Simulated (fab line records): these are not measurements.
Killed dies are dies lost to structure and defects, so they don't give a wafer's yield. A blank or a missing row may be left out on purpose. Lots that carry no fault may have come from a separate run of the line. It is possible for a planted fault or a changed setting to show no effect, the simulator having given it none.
Matching of chambers + flow sky130 + SKY_VIA4_CMP_02 on cmp-02: 4 sister chambers
The step polishes SiO2. 14 wafers are shown with their chamber, then 7 later ones without.

## WAFERS PAIRED WITH THEIR CHAMBERS
| wafer  | chamber | motorCurrentA (A) |
|--------|---------|-------------------|
| L315.2 | 1       | 13.5              |
| L315.4 | 0       | 12.7              |
| L315.6 | 3       | 11.1              |
| L316.1 | 0       | 12.9              |
| L316.4 | 1       | 14.2              |
| L316.5 | 0       | 12.1              |
| L317.1 | 1       | 14.4              |
| L317.4 | 0       | 12.6              |
| L317.5 | 0       | 11.7              |
| L318.2 | 1       | 13.9              |
| L318.5 | 1       | 13.6              |
| L318.6 | 2       | 10.7              |
| L320.3 | 0       | 12.2              |
| L320.4 | 2       | 11.3              |

SIGNATURES, as means of the wafers listed above
| reading       | chamber 0 | chamber 1 | chamber 2 | chamber 3 | scatter within a chamber |
|---------------|-----------|-----------|-----------|-----------|--------------------------|
| motorCurrentA | 12.367    | 13.920    | 11.000    | 11.100    | 0.42                     |
Rule: a wafer's distance from a chamber is the root of the sum, over the readings, of the square of ((its reading less the chamber's mean) divided by the reading's scatter). The wafer belongs to the nearest chamber; if the next one is less than 2 further off, it can't be placed. The scatter is the square root of a quotient: the sum, over the shown wafers, of each reading's squared deviation from its chamber's mean, divided by wafers minus chambers.

## WAFERS WITH NO CHAMBER GIVEN
| wafer  | motorCurrentA (A) |
|--------|-------------------|
| L320.6 | 12.6              |
| L321.3 | 12.2              |
| L321.4 | 14.3              |
| L321.6 | 14.0              |
| L322.1 | 11.3              |
| L322.2 | 14.1              |
| L322.4 | 12.0              |

## EACH ONE'S CHAMBER
| wafer  | from the rows above          | in truth |
|--------|------------------------------|----------|
| L320.6 | 0                            | 0        |
| L321.3 | 0                            | 0        |
| L321.4 | 1                            | 1        |
| L321.6 | 1                            | 1        |
| L322.1 | can't be placed: 3 or 2      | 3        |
| L322.2 | 1                            | 1        |
| L322.4 | can't be placed: 0 or 3 or 2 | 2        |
5 of 7 placed correctly. Not placeable from these rows: 2 (in 2, the candidates include the true chamber). Wrongly placed: 0.
